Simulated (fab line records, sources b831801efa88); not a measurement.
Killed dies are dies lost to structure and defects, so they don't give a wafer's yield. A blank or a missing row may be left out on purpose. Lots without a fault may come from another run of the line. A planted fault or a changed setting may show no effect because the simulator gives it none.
fab line records | flow gf180mcu
record lots=5 wafers=15 last_day=34
route steps=602 shown HV_LDD@203
lots that met no fault: from a run of the same line without faults
start_h: hours from the record's first day to the start of the lot's first wafer shown | wait_h: hours since the lot's step before | " the same as in the row above | L1.1+2: a row that stands for several wafers | - no value, or no start given | * or withheld: withheld | < > ~ a bound
route shown NAME@n: a module of which the file shows steps, and the number in the route of the first | usual: mean/standard deviation of fault-free wafers | same: alike in all rows | chamber/n: place in a boat | sites: the reading at each site | _std_site: their standard deviation | _edge_site: outer sites' mean less inner sites' | radius_mm: how far each site lies from the wafer's centre | mask NAME#n: copy n | behind: the tool/chamber that last shaped the wafer | hold: why the lot was held/for how many hours/how that ended | device: the transistor (n, p or np) that didn't switch | end of line: the same wafers' tests at the end of the route | a step without rows: its recipe alone | killed: dies lost to structure and defects at the first sort, not the wafer's yield | map: a wafer's dies, x killed, . not, _ none there
set.NAME: the setting as run; set.NAME@STEP: as run at that earlier step | model.NAME: the simulator's own value behind a step, which no gauge read
lots at some steps of the route; a table a step, a row a wafer
services: from which hour (start_h, from the record's first day; less than 0 if before it) a tool's chamber was out of use, for how many hours, and why
## steps
# step GF_HV_LDD_SOFTBAKE_27
# recipe temp_c=90 time_s=60 resist=NOVOLAK
# usual chill_plate_temp_C=23.01/0.097
# columns lot.wafer tool chamber start_h wait_h chill_plate_temp_C
L079.3 litho_track-01 0 286.36 0.1 23.04
L079.5 " 0 " " 23.06
L079.6 " 0 " " 22.97
L082.2 litho_track-02 0 307.66 0.1 23.11
L082.3 " 0 " " 23.09
L082.6 " 0 " " 23.13
L083.1 litho_track-02 0 315.68 0.1 22.96
L083.2 " 0 " " 22.97
L083.5 " 0 " " 23.11
L086.1 litho_track-01 0 341.76 0.1 23.09
L086.3 " 0 " " 23.02
L086.6 " 0 " " 22.96
L093.3 litho_track-02 0 402.18 0.1 22.82
L093.4 " 0 " " 22.90
L093.5 " 0 " " 23.06
# step GF_HV_LDD_EXPOSE_28
# recipe mask_id=Nplus_HV_AREA target_cd_nm=400 na=0.6 source_shape=conventional sigma_outer=0.6 dose_mj=140
# usual exposure_dose_mJ_cm2=140.00/0.14
# columns lot.wafer tool chamber start_h wait_h mask exposure_dose_mJ_cm2
L079.3 iline_stepper-01 0 - - Nplus_HV_AREA#0 140.05
L079.5 " 0 " " Nplus_HV_AREA#0 139.93
L079.6 " 0 " " Nplus_HV_AREA#0 140.23
L082.2 iline_stepper-01 0 - - Nplus_HV_AREA#0 140.13
L082.3 " 0 " " Nplus_HV_AREA#0 139.97
L082.6 " 0 " " Nplus_HV_AREA#0 140.07
L083.1 iline_stepper-01 0 - - Nplus_HV_AREA#0 140.22
L083.2 " 0 " " Nplus_HV_AREA#0 140.10
L083.5 " 0 " " Nplus_HV_AREA#0 139.94
L086.1 iline_stepper-01 0 - - Nplus_HV_AREA#0 139.97
L086.3 " 0 " " Nplus_HV_AREA#0 139.61
L086.6 " 0 " " Nplus_HV_AREA#0 139.88
L093.3 iline_stepper-01 0 - - Nplus_HV_AREA#0 139.92
L093.4 " 0 " " Nplus_HV_AREA#0 139.91
L093.5 " 0 " " Nplus_HV_AREA#0 140.10
# step GF_HV_LDD_PEB_29
# recipe temp_c=withheld time_s=* resist=NOVOLAK
# usual chill_plate_temp_C=*
# columns lot.wafer tool chamber start_h wait_h chill_plate_temp_C
L079.3 litho_track-01 0 - - *
L079.5 " 0 " " *
L079.6 " 0 " " *
L082.2 litho_track-04 0 - - *
L082.3 " 0 " " *
L082.6 " 0 " " *
L083.1 litho_track-01 0 - - *
L083.2 " 0 " " *
L083.5 " 0 " " *
L086.1 litho_track-02 0 - - *
L086.3 " 0 " " *
L086.6 " 0 " " *
L093.3 litho_track-01 0 - - *
L093.4 " 0 " " *
L093.5 " 0 " " *
# step GF_HV_LDD_DEVELOP_30
# recipe develop_time_s=60 dev_temp_c=23
# usual chill_plate_temp_C=22.98/0.11
# same develop_time_s=60
# columns lot.wafer tool chamber start_h wait_h chill_plate_temp_C
L079.3 litho_track-01 0 296.36 0.1 23.04
L079.5 " 0 " " 22.98
L079.6 " 0 " " 23.01
L082.2 litho_track-04 0 317.71 0.1 23.11
L082.3 " 0 " " 23.15
L082.6 " 0 " " 23.10
L083.1 litho_track-01 0 325.71 0.1 23.16
L083.2 " 0 " " 23.05
L083.5 " 0 " " 22.95
L086.1 litho_track-02 0 353.18 0.1 22.97
L086.3 " 0 " " 22.95
L086.6 " 0 " " 22.83
L093.3 litho_track-01 0 413.91 0.1 23.12
L093.4 " 0 " " 23.09
L093.5 " 0 " " 23.12
# step GF_HV_LDD_CD_MEAS_31
# recipe target_cd_nm=400
# usual cd_nm=399.6/2.4
# columns lot.wafer tool chamber start_h wait_h cd_nm
L079.3 cd_sem-01 - 296.50 0.1 400.1
L079.5 " - " " 397.8
L079.6 " - " " 398.1
L082.2 cd_sem-02 - 317.86 0.1 398.6
L082.3 " - " " 399.3
L082.6 " - " " 399.7
L083.1 cd_sem-01 - 325.86 0.1 394.5
L083.2 " - " " 397.2
L083.5 " - " " 396.2
L086.1 cd_sem-02 - 353.33 0.1 400.1
L086.3 " - " " 401.2
L086.6 " - " " 399.7
L093.3 cd_sem-01 - 414.05 0.1 396.2
L093.4 " - " " 398.5
L093.5 " - " " 398.4
# step GF_HV_LDD_OVL_MEAS_32
# usual HV_LDD_02_OVL=-0.5/1.3
# columns lot.wafer tool chamber start_h wait_h HV_LDD_02_OVL[nm]
L079.3 overlay-02 - 296.60 0.1 -2.5
L079.5 " - " " 0.3
L079.6 " - " " -2.1
L082.2 overlay-01 - 317.96 0.1 -0.5
L082.3 " - " " 0.0
L082.6 " - " " 0.8
L083.1 overlay-01 - 325.98 0.1 -1.4
L083.2 " - " " 0.4
L083.5 " - " " -0.8
L086.1 overlay-02 - 353.45 0.1 1.1
L086.3 " - " " 0.1
L086.6 " - " " 0.2
L093.3 overlay-01 - 414.14 0.1 1.7
L093.4 " - " " 0.3
L093.5 " - " " 0.2
# step GF_HV_LDD_IMPLANT_33
# recipe species=P energy_kev=60 dose_cm2=7.5e+12 tilt_deg=30 rotation_deg=0
# columns lot.wafer tool chamber start_h wait_h
L079.3+5+6 implanter-03 0 296.67 0.1
L082.2+3+6 implanter-02 0 318.02 0.0
L083.1+2+5 implanter-02 0 326.02 0.0
L086.1+3+6 implanter-02 0 353.49 0.0
L093.3+4+5 implanter-04 0 414.22 0.1
# step GF_HV_LDD_IMPLANT_34
# recipe species=P energy_kev=60 dose_cm2=7.5e+12 tilt_deg=30 rotation_deg=90
# columns lot.wafer tool chamber start_h wait_h
L079.3+5+6 implanter-03 0 296.82 0.1
L082.2+3+6 implanter-02 0 318.17 0.1
L083.1+2+5 implanter-02 0 326.17 0.1
L086.1+3+6 implanter-02 0 353.64 0.1
L093.3+4+5 implanter-04 0 414.37 0.1
# step GF_HV_LDD_IMPLANT_35
# recipe species=P energy_kev=60 dose_cm2=7.5e+12 tilt_deg=30 rotation_deg=180
# columns lot.wafer tool chamber start_h wait_h
L079.3+5+6 implanter-03 0 296.97 0.1
L082.2+3+6 implanter-02 0 318.32 0.1
L083.1+2+5 implanter-02 0 326.32 0.1
L086.1+3+6 implanter-02 0 353.79 0.1
L093.3+4+5 implanter-04 0 414.52 0.1
# step GF_HV_LDD_IMPLANT_36
# recipe species=P energy_kev=60 dose_cm2=7.5e+12 tilt_deg=30 rotation_deg=270
# columns lot.wafer tool chamber start_h wait_h
L079.3+5+6 implanter-03 0 297.12 0.1
L082.2+3+6 implanter-02 0 318.47 0.1
L083.1+2+5 implanter-02 0 326.47 0.1
L086.1+3+6 implanter-02 0 353.94 0.1
L093.3+4+5 implanter-04 0 414.67 0.1
# step GF_HV_LDD_STRIP_37
# recipe chemistry=O2/N2 power_w=1400 pressure_mtorr=1500 platen_temp_c=250 o2_flow_sccm=3000 n2_flow_sccm=300 overash_fraction=0.5
# usual drypump_motor_current_A=5.6/0.35 heater_power_w=317/34 o2_flow_sccm=3001/9.2 oes_product_au=0.716/0.0048 strip_time_to_endpoint_s=12.644/0.029
# columns lot.wafer tool chamber start_h wait_h drypump_motor_current_A heater_power_w o2_flow_sccm oes_product_au rf_hours_counter_h strip_time_to_endpoint_s
L079.3 plasma_asher-04 1 297.25 0.1 6.2 324 2996 0.714 - 12.639
L079.5 " 1 " " 6.2 315 2998 0.715 - 12.665
L079.6 " 0 " " 5.3 361 3002 0.715 - 12.650
L082.2 plasma_asher-03 1 318.59 0.1 5.6 307 2989 0.715 56 12.662
L082.3 " 0 " " 5.1 314 3010 0.710 - 12.672
L082.6 " 0 " " 5.1 320 2996 0.716 - 12.661
L083.1 plasma_asher-02 0 326.62 0.1 5.8 352 3001 0.712 18 12.663
L083.2 " 1 " " 5.6 260 2998 0.718 18 12.636
L083.5 " 1 " " 5.6 258 2993 0.704 - 12.643
L086.1 plasma_asher-03 1 354.09 0.1 5.6 311 3001 0.715 60 12.685
L086.3 " 0 " " 5.1 303 3010 0.710 - 12.667
L086.6 " 0 " " 5.1 311 3005 0.726 - 12.688
L093.3 plasma_asher-03 1 414.80 0.1 5.5 301 3005 0.716 - 12.663
L093.4 " 0 " " 5.1 304 2992 0.716 - 12.692
L093.5 " 0 " " 5.1 306 2984 0.713 - 12.696
# step GF_HV_LDD_TW_MEAS_38
# usual HV_LDD_3_TW=1435/6.3
# columns lot.wafer tool chamber start_h wait_h HV_LDD_3_TW
L079.3 film_metro-02 - 297.34 0.1 1440
L079.5 " - " " 1434
L079.6 " - " " 1439
L082.2 film_metro-02 - 318.70 0.1 1442
L082.3 " - " " 1434
L082.6 " - " " 1440
L083.1 film_metro-02 - 326.72 0.1 1435
L083.2 " - " " 1441
L083.5 " - " " 1441
L086.1 film_metro-02 - 354.19 0.1 1426
L086.3 " - " " 1426
L086.6 " - " " 1429
L093.3 film_metro-01 - 414.89 0.1 1430
L093.4 " - " " 1438
L093.5 " - " " 1433
## services
# columns tool chamber start_h hours kind
iline_stepper-01 - 276.26 8.9 pm
plasma_asher-02 - 278.50 2.2 repair
implanter-03 - 319.78 2.3 repair
plasma_asher-02 - 328.62 10.0 pm
iline_stepper-01 - 399.21 1.7 pm
iline_stepper-01 0 403.69 - calibration
implanter-03 - 411.00 5.0 pm
iline_stepper-01 - 413.57 13.9 repair
## key
fault none
